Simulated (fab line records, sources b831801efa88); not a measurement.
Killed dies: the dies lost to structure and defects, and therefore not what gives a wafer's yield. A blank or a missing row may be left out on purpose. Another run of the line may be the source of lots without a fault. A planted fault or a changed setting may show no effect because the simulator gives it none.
fab line records + flow gf180mcu
record:
- lots: 14
- wafers: 42
- last-day: 34
route steps=602 shown LVPWELL@63 M2@363 V2@387
lots that met no fault: from a run of the same line without faults
start-h: the number of hours between the record's first day and the start of the first shown wafer of the lot + wait-h: hours elapsed since this lot's preceding step + " unchanged from the row above + L1.1+2: several wafers, shown together as one row + - either no value or no given start + * or withheld: withheld + < > ~ a bound
route shown NAME@n: NAME is a module with steps in the file, n the number in the route of the first one + usual: mean/standard deviation of fault-free wafers + same: alike in all rows + chamber/n: place in a boat + sites: readings site by site + _std_site: how widely they spread, as a standard deviation + _edge_site: the outer-site mean with the inner-site mean subtracted + radius-mm: how far each site lies from the wafer's centre + mask NAME#n: copy n + behind: tool/chamber where the wafer was last shaped + hold: what put the lot on hold/how long, in hours/how the hold closed + device: whichever transistor did not switch (one of n, p or np) + end of line: tests of these same wafers at the route's end + a step without rows: its recipe alone + killed: the dies lost at the first sort to structure and to defects; this is not the yield of the wafer + map: per-die view of a wafer (x killed, . not killed, _ where there is no die)
set.NAME: the run value of the setting; set.NAME@STEP: its run value at that earlier step + model.NAME: the simulator's own value behind a step, which no gauge read
steps of the route over a sample of lots; a table a step, a row a wafer
services: the hour from which a tool's chamber was out of use, counted from the record's first day as start-h (under 0 if before that day), plus the number of hours and why
== steps ==
step: GF_LVPWELL_IMPLANT_09
recipe:
- species: B
- energy-kev: 60
- dose-cm2: 5e+12
- tilt-deg: 0
usual:
- beam-energy-keV: 59.999/0.018
- beam-on-s: 9.98/0.2
| lot.wafer | tool         | chamber | start-h | wait-h | beam-energy-keV | beam-on-s |
|-----------|--------------|---------|---------|--------|-----------------|-----------|
| L529.2    | implanter-02 | 0       | 68.33   | 0.1    | 59.997          | 9.82      |
| L529.3    | "            | 0       | "       | "      | 59.980          | 9.92      |
| L529.6    | "            | 0       | "       | "      | 59.984          | 9.78      |
| L533.1    | implanter-02 | 0       | 91.77   | 0.1    | 59.986          | 9.75      |
| L533.3    | "            | 0       | "       | "      | 60.008          | 9.72      |
| L533.6    | "            | 0       | "       | "      | 59.982          | 9.91      |
| L534.1    | implanter-04 | 0       | 97.36   | 0.1    | 60.008          | 9.86      |
| L534.3    | "            | 0       | "       | "      | 60.004          | 9.94      |
| L534.6    | "            | 0       | "       | "      | 60.032          | 9.97      |
| L538.1    | implanter-04 | -       | 118.77  | 0.1    | -               | -         |
| L538.3    | "            | -       | "       | "      | -               | -         |
| L538.5    | "            | -       | "       | "      | -               | -         |
| L539.3    | implanter-01 | -       | 124.46  | 0.1    | -               | -         |
| L539.5    | "            | -       | "       | "      | -               | -         |
| L539.6    | "            | -       | "       | "      | -               | -         |
| L541.4    | implanter-02 | 0       | 137.23  | 0.1    | 60.011          | 9.64      |
| L541.5    | "            | 0       | "       | "      | 60.012          | 9.68      |
| L541.6    | "            | 0       | "       | "      | 60.042          | 9.72      |
| L542.3    | implanter-02 | 0       | 140.91  | 0.1    | 59.984          | 10.01     |
| L542.4    | "            | 0       | "       | "      | 59.992          | 10.46     |
| L542.5    | "            | 0       | "       | "      | 59.983          | 9.95      |
| L544.3    | implanter-01 | 0       | 151.90  | 0.1    | 59.973          | 9.88      |
| L544.5    | "            | 0       | "       | "      | 59.970          | 9.93      |
| L544.6    | "            | 0       | "       | "      | 59.987          | 9.83      |
| L545.1    | implanter-01 | 0       | 159.36  | 0.1    | 59.964          | 10.10     |
| L545.2    | "            | 0       | "       | "      | 59.999          | 10.29     |
| L545.3    | "            | 0       | "       | "      | 59.979          | 10.16     |
| L546.3    | implanter-02 | 0       | 164.31  | 0.1    | 59.996          | 10.12     |
| L546.4    | "            | 0       | "       | "      | 60.014          | 10.13     |
| L546.6    | "            | 0       | "       | "      | 59.987          | 10.31     |
| L547.1    | implanter-01 | 0       | 175.26  | 0.1    | 60.004          | 10.06     |
| L547.3    | "            | 0       | "       | "      | 60.005          | 9.92      |
| L547.4    | "            | 0       | "       | "      | 59.965          | 9.56      |
| L549.2    | implanter-02 | 0       | 181.43  | 0.1    | 59.989          | 9.90      |
| L549.4    | "            | 0       | "       | "      | 60.004          | 9.84      |
| L549.5    | "            | 0       | "       | "      | 60.001          | 10.02     |
| L551.2    | implanter-04 | 0       | 192.93  | 0.1    | 59.990          | 10.27     |
| L551.3    | "            | 0       | "       | "      | 59.947          | 10.14     |
| L551.5    | "            | 0       | "       | "      | 59.990          | 9.90      |
| L552.1    | implanter-04 | 0       | 198.52  | 0.1    | 60.009          | 9.74      |
| L552.2    | "            | 0       | "       | "      | 60.003          | 9.80      |
| L552.3    | "            | 0       | "       | "      | 60.025          | 10.10     |
step: GF_LVPWELL_TW_MEAS_11
usual:
- LVPWELL_TW: 561/3.8
| lot.wafer | tool          | chamber | start-h | wait-h | LVPWELL_TW |
|-----------|---------------|---------|---------|--------|------------|
| L529.2    | film-metro-04 | -       | 68.56   | 0.1    | 560        |
| L529.3    | "             | -       | "       | "      | 559        |
| L529.6    | "             | -       | "       | "      | 560        |
| L533.1    | film-metro-01 | -       | 92.02   | 0.1    | 565        |
| L533.3    | "             | -       | "       | "      | 561        |
| L533.6    | "             | -       | "       | "      | 561        |
| L534.1    | film-metro-04 | -       | 97.61   | 0.1    | 556        |
| L534.3    | "             | -       | "       | "      | 556        |
| L534.6    | "             | -       | "       | "      | 558        |
| L538.1    | film-metro-02 | -       | 119.02  | 0.1    | 532        |
| L538.3    | "             | -       | "       | "      | 527        |
| L538.5    | "             | -       | "       | "      | 522        |
| L539.3    | film-metro-04 | -       | 124.68  | 0.1    | 514        |
| L539.5    | "             | -       | "       | "      | 520        |
| L539.6    | "             | -       | "       | "      | 518        |
| L541.4    | film-metro-01 | -       | 137.44  | 0.1    | 566        |
| L541.5    | "             | -       | "       | "      | 561        |
| L541.6    | "             | -       | "       | "      | 565        |
| L542.3    | film-metro-01 | -       | 141.13  | 0.1    | 569        |
| L542.4    | "             | -       | "       | "      | 567        |
| L542.5    | "             | -       | "       | "      | 563        |
| L544.3    | film-metro-02 | -       | 152.12  | 0.1    | 563        |
| L544.5    | "             | -       | "       | "      | 564        |
| L544.6    | "             | -       | "       | "      | 565        |
| L545.1    | film-metro-04 | -       | 159.61  | 0.1    | 559        |
| L545.2    | "             | -       | "       | "      | 556        |
| L545.3    | "             | -       | "       | "      | 556        |
| L546.3    | film-metro-04 | -       | 164.53  | 0.1    | 561        |
| L546.4    | "             | -       | "       | "      | 557        |
| L546.6    | "             | -       | "       | "      | 558        |
| L547.1    | film-metro-01 | -       | 175.51  | 0.1    | 562        |
| L547.3    | "             | -       | "       | "      | 560        |
| L547.4    | "             | -       | "       | "      | 560        |
| L549.2    | film-metro-01 | -       | 181.67  | 0.1    | 562        |
| L549.4    | "             | -       | "       | "      | 563        |
| L549.5    | "             | -       | "       | "      | 563        |
| L551.2    | film-metro-02 | -       | 193.20  | 0.1    | 566        |
| L551.3    | "             | -       | "       | "      | 566        |
| L551.5    | "             | -       | "       | "      | 568        |
| L552.1    | film-metro-04 | -       | 198.77  | 0.1    | 558        |
| L552.2    | "             | -       | "       | "      | 559        |
| L552.3    | "             | -       | "       | "      | 559        |
step: GF_VT_IMPLANT_RS_MEAS_48
recipe:
- thk-meas-gauge: four-point-probe
usual:
- LVPWELL_RS: 1198.2/2.8
| lot.wafer | tool          | chamber | start-h | wait-h | LVPWELL_RS[ohm/sq] |
|-----------|---------------|---------|---------|--------|--------------------|
| L529.2    | film-metro-02 | -       | 157.80  | 0.1    | 1200.4             |
| L529.3    | "             | -       | "       | "      | 1200.6             |
| L529.6    | "             | -       | "       | "      | 1202.2             |
| L533.1    | film-metro-01 | -       | 185.72  | 0.1    | 1195.9             |
| L533.3    | "             | -       | "       | "      | 1199.5             |
| L533.6    | "             | -       | "       | "      | 1199.7             |
| L534.1    | film-metro-04 | -       | 193.08  | 0.1    | 1198.7             |
| L534.3    | "             | -       | "       | "      | 1201.9             |
| L534.6    | "             | -       | "       | "      | 1202.4             |
| L538.1    | film-metro-01 | -       | 217.57  | 0.1    | 1543.2             |
| L538.3    | "             | -       | "       | "      | 1532.5             |
| L538.5    | "             | -       | "       | "      | 1537.2             |
| L539.3    | film-metro-04 | -       | 223.84  | 0.1    | 1537.1             |
| L539.5    | "             | -       | "       | "      | 1536.5             |
| L539.6    | "             | -       | "       | "      | 1538.3             |
| L541.4    | film-metro-02 | -       | 240.21  | 0.1    | 1193.0             |
| L541.5    | "             | -       | "       | "      | 1195.5             |
| L541.6    | "             | -       | "       | "      | 1197.4             |
| L542.3    | film-metro-04 | -       | 245.77  | 0.1    | 1194.6             |
| L542.4    | "             | -       | "       | "      | 1195.1             |
| L542.5    | "             | -       | "       | "      | 1200.8             |
| L544.3    | film-metro-04 | -       | 257.27  | 0.1    | 1197.2             |
| L544.5    | "             | -       | "       | "      | 1193.5             |
| L544.6    | "             | -       | "       | "      | 1192.0             |
| L545.1    | film-metro-04 | -       | 265.37  | 0.1    | 1200.5             |
| L545.2    | "             | -       | "       | "      | 1201.4             |
| L545.3    | "             | -       | "       | "      | 1198.6             |
| L546.3    | film-metro-04 | -       | 271.67  | 0.1    | 1200.0             |
| L546.4    | "             | -       | "       | "      | 1196.7             |
| L546.6    | "             | -       | "       | "      | 1200.8             |
| L547.1    | film-metro-01 | -       | 285.83  | 0.1    | 1203.3             |
| L547.3    | "             | -       | "       | "      | 1205.5             |
| L547.4    | "             | -       | "       | "      | 1200.8             |
| L549.2    | film-metro-01 | -       | 292.07  | 0.1    | 1200.7             |
| L549.4    | "             | -       | "       | "      | 1198.7             |
| L549.5    | "             | -       | "       | "      | 1198.4             |
| L551.2    | film-metro-04 | -       | 307.24  | 0.1    | 1200.4             |
| L551.3    | "             | -       | "       | "      | 1198.6             |
| L551.5    | "             | -       | "       | "      | 1196.1             |
| L552.1    | film-metro-01 | -       | 313.62  | 0.1    | 1202.2             |
| L552.2    | "             | -       | "       | "      | 1201.9             |
| L552.3    | "             | -       | "       | "      | 1200.6             |
step: GF_M2_SPUTTER_01
recipe:
- material: TiN
- target-thk-nm: 30
- power-w: 6500
- time-s: 25
- chamber-pressure-pa: 0.4
usual:
- throttle-valve-pct: 30.0/1
| lot.wafer | tool           | chamber | start-h | wait-h | throttle-valve-pct |
|-----------|----------------|---------|---------|--------|--------------------|
| L529.2    | pvd-sputter-01 | -       | 413.64  | 0.1    | 29.7               |
| L529.3    | "              | -       | "       | "      | 30.1               |
| L529.6    | "              | -       | "       | "      | 30.8               |
| L533.1    | pvd-sputter-02 | -       | 460.16  | 0.1    | 29.2               |
| L533.3    | "              | -       | "       | "      | 28.1               |
| L533.6    | "              | -       | "       | "      | 30.6               |
| L534.1    | pvd-sputter-01 | -       | 460.86  | 0.1    | 30.1               |
| L534.3    | "              | -       | "       | "      | 30.3               |
| L534.6    | "              | -       | "       | "      | 30.8               |
| L541.4    | pvd-sputter-02 | -       | 522.33  | 0.1    | 29.2               |
| L541.5    | "              | -       | "       | "      | 30.7               |
| L541.6    | "              | -       | "       | "      | 29.1               |
| L542.3    | pvd-sputter-01 | -       | 528.59  | 0.1    | 30.8               |
| L542.4    | "              | -       | "       | "      | 29.4               |
| L542.5    | "              | -       | "       | "      | 30.7               |
| L544.3    | pvd-sputter-04 | -       | 545.15  | 0.1    | 29.8               |
| L544.5    | "              | -       | "       | "      | 31.8               |
| L544.6    | "              | -       | "       | "      | 29.9               |
| L545.1    | pvd-sputter-04 | -       | 557.03  | 0.1    | 31.9               |
| L545.2    | "              | -       | "       | "      | 31.4               |
| L545.3    | "              | -       | "       | "      | 29.9               |
| L546.3    | pvd-sputter-02 | -       | 561.18  | 0.1    | 29.7               |
| L546.4    | "              | -       | "       | "      | 29.2               |
| L546.6    | "              | -       | "       | "      | 28.3               |
| L547.1    | pvd-sputter-02 | -       | 579.49  | 0.1    | 28.9               |
| L547.3    | "              | -       | "       | "      | 30.5               |
| L547.4    | "              | -       | "       | "      | 29.3               |
| L549.2    | pvd-sputter-04 | -       | 585.92  | 0.1    | 29.3               |
| L549.4    | "              | -       | "       | "      | 29.8               |
| L549.5    | "              | -       | "       | "      | 29.8               |
| L551.2    | pvd-sputter-02 | -       | 599.94  | 0.1    | 30.5               |
| L551.3    | "              | -       | "       | "      | 28.8               |
| L551.5    | "              | -       | "       | "      | 30.4               |
| L552.1    | pvd-sputter-04 | -       | 608.17  | 0.1    | 29.3               |
| L552.2    | "              | -       | "       | "      | 29.8               |
| L552.3    | "              | -       | "       | "      | 31.4               |
step: GF_M2_CD_MEAS_14
recipe:
- target-cd-nm: 280
usual:
- cd-nm: 280.5/1.1
| lot.wafer | tool      | chamber | start-h | wait-h | cd-nm |
|-----------|-----------|---------|---------|--------|-------|
| L529.2    | cd-sem-01 | -       | 438.00  | 0.1    | 280.7 |
| L529.3    | "         | -       | "       | "      | 280.3 |
| L529.6    | "         | -       | "       | "      | 280.1 |
| L533.1    | cd-sem-01 | -       | 483.68  | 0.1    | 281.5 |
| L533.3    | "         | -       | "       | "      | 282.8 |
| L533.6    | "         | -       | "       | "      | 281.8 |
| L534.1    | cd-sem-01 | -       | 484.77  | 0.1    | 280.8 |
| L534.3    | "         | -       | "       | "      | 280.4 |
| L534.6    | "         | -       | "       | "      | 280.8 |
| L541.4    | cd-sem-02 | -       | 545.24  | 0.1    | 281.7 |
| L541.5    | "         | -       | "       | "      | 281.0 |
| L541.6    | "         | -       | "       | "      | 281.9 |
| L542.3    | cd-sem-02 | -       | 551.51  | 0.1    | 281.8 |
| L542.4    | "         | -       | "       | "      | 280.7 |
| L542.5    | "         | -       | "       | "      | 280.9 |
| L544.3    | cd-sem-02 | -       | 566.62  | 0.1    | 281.3 |
| L544.5    | "         | -       | "       | "      | 281.0 |
| L544.6    | "         | -       | "       | "      | 282.0 |
| L545.1    | cd-sem-02 | -       | 578.87  | 0.1    | 279.8 |
| L545.2    | "         | -       | "       | "      | 280.3 |
| L545.3    | "         | -       | "       | "      | 281.2 |
| L546.3    | cd-sem-01 | -       | 582.65  | 0.1    | 280.6 |
| L546.4    | "         | -       | "       | "      | 280.3 |
| L546.6    | "         | -       | "       | "      | 279.1 |
| L547.1    | cd-sem-01 | -       | 600.83  | 0.1    | 280.9 |
| L547.3    | "         | -       | "       | "      | 281.1 |
| L547.4    | "         | -       | "       | "      | 281.0 |
| L549.2    | cd-sem-01 | -       | 607.10  | 0.1    | 281.3 |
| L549.4    | "         | -       | "       | "      | 281.0 |
| L549.5    | "         | -       | "       | "      | 280.5 |
| L551.2    | cd-sem-01 | -       | 621.09  | 0.2    | 282.6 |
| L551.3    | "         | -       | "       | "      | 281.6 |
| L551.5    | "         | -       | "       | "      | 282.3 |
| L552.1    | cd-sem-01 | -       | 628.48  | 0.1    | 279.8 |
| L552.2    | "         | -       | "       | "      | 279.5 |
| L552.3    | "         | -       | "       | "      | 278.8 |
step: GF_V2_BOW_MEAS_05
recipe:
- mode: bow
usual:
- V2_BOW: 99/8.9
| lot.wafer | tool          | chamber | start-h | wait-h | V2_BOW[um] |
|-----------|---------------|---------|---------|--------|------------|
| L529.2    | film-metro-01 | -       | 439.42  | 0.2    | 91         |
| L529.3    | "             | -       | "       | "      | 109        |
| L529.6    | "             | -       | "       | "      | 97         |
| L533.1    | film-metro-01 | -       | 485.09  | 0.1    | 123        |
| L533.3    | "             | -       | "       | "      | 107        |
| L533.6    | "             | -       | "       | "      | 102        |
| L534.1    | film-metro-02 | -       | 486.18  | 0.1    | 111        |
| L534.3    | "             | -       | "       | "      | 107        |
| L534.6    | "             | -       | "       | "      | 97         |
| L541.4    | film-metro-04 | -       | 546.77  | 0.2    | 88         |
| L541.5    | "             | -       | "       | "      | 79         |
| L541.6    | "             | -       | "       | "      | 91         |
| L542.3    | film-metro-01 | -       | 552.89  | 0.2    | 95         |
| L542.4    | "             | -       | "       | "      | 110        |
| L542.5    | "             | -       | "       | "      | 83         |
| L544.3    | film-metro-01 | -       | 568.00  | 0.2    | 91         |
| L544.5    | "             | -       | "       | "      | 100        |
| L544.6    | "             | -       | "       | "      | 87         |
| L545.1    | film-metro-02 | -       | 580.25  | 0.1    | 100        |
| L545.2    | "             | -       | "       | "      | 115        |
| L545.3    | "             | -       | "       | "      | 101        |
| L546.3    | film-metro-02 | -       | 584.16  | 0.1    | 117        |
| L546.4    | "             | -       | "       | "      | 106        |
| L546.6    | "             | -       | "       | "      | 108        |
| L547.1    | film-metro-02 | -       | 602.28  | 0.2    | 105        |
| L547.3    | "             | -       | "       | "      | 96         |
| L547.4    | "             | -       | "       | "      | 92         |
| L549.2    | film-metro-04 | -       | 608.86  | 0.2    | 93         |
| L549.4    | "             | -       | "       | "      | 106        |
| L549.5    | "             | -       | "       | "      | 84         |
| L551.2    | film-metro-02 | -       | 622.55  | 0.2    | 93         |
| L551.3    | "             | -       | "       | "      | 95         |
| L551.5    | "             | -       | "       | "      | 96         |
| L552.1    | film-metro-01 | -       | 629.90  | 0.1    | 96         |
| L552.2    | "             | -       | "       | "      | 104        |
| L552.3    | "             | -       | "       | "      | 93         |
== services ==
| tool           | chamber | start-h | hours | kind   |
|----------------|---------|---------|-------|--------|
| implanter-04   | -       | 49.07   | 2.6   | repair |
| implanter-01   | -       | 61.11   | 1.3   | repair |
| pvd-sputter-02 | -       | 62.28   | 7.1   | repair |
| implanter-04   | -       | 71.69   | 7.3   | repair |
| pvd-sputter-02 | -       | 111.49  | 0.9   | repair |
| implanter-02   | -       | 118.24  | 8.6   | pm     |
| pvd-sputter-04 | -       | 130.17  | 2.1   | repair |
| pvd-sputter-04 | -       | 142.74  | 4.9   | repair |
| implanter-01   | -       | 165.43  | 7.9   | pm     |
| implanter-04   | -       | 176.52  | 9.5   | pm     |
| implanter-01   | -       | 180.01  | 4.0   | repair |
| implanter-01   | -       | 183.97  | 6.8   | pm     |
| implanter-04   | -       | 194.07  | 2.7   | repair |
| implanter-01   | -       | 202.67  | 2.8   | repair |
| implanter-01   | -       | 210.05  | 47.7  | pm     |
| pvd-sputter-04 | -       | 238.58  | 10.1  | repair |
| implanter-01   | -       | 297.12  | 2.6   | repair |
| implanter-04   | -       | 325.86  | 5.3   | repair |
| implanter-02   | -       | 344.05  | 2.5   | repair |
| implanter-04   | -       | 364.21  | 0.8   | repair |
| implanter-02   | -       | 372.65  | 1.6   | repair |
| pvd-sputter-04 | -       | 403.45  | 2.7   | repair |
| implanter-02   | -       | 473.24  | 3.3   | pm     |
| implanter-02   | -       | 607.12  | 4.4   | pm     |
== key ==
first-sign:
- step: GF_LVPWELL_IMPLANT_09
- reading: tool-record
- direction: missing
effect:
- step: GF_LVPWELL_TW_MEAS_11
- reading: LVPWELL_TW
- direction: down
- sigmas: 10
- usual: 561
- struck: 522
effect:
- step: GF_VT_IMPLANT_RS_MEAS_48
- reading: LVPWELL_RS
- direction: up
- sigmas: 99+
- usual: 1198.2
- struck: 1537.5
met-at GF_LVPWELL_IMPLANT_09
struck-lots L538,L539
later-rows-left-out L538.1,L538.3,L538.5,L539.3,L539.5,L539.6
sort-left-out L538.1,L538.3,L538.5,L539.3,L539.5,L539.6
tester-left-out L538,L539
not-acting-at GF_M2_SPUTTER_01,GF_M2_CD_MEAS_14,GF_V2_BOW_MEAS_05
onset-between 97.36 118.77
fault:
- kind: skipped-step-whole
- tool: implanter-01,implanter-04
- chamber: -
- onset-h: 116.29
- steps: GF_LVPWELL_IMPLANT_09
- scope: struck-lots-only
tester-left-out: of these lots the tester's yield and bins aren't shown, on N5 and GAA mostly nor the transistor test; their killed dies are dies lost to structure and defects alone, not to doping, threshold or leakage, so they don't give the yield
sort-left-out: the simulated sort isn't trusted on such a fault, so these wafers' sort isn't shown, and their yield isn't known
later-rows-left-out: the simulator's readings of these wafers behind a module that went badly wrong aren't trusted and aren't shown, but for the sort
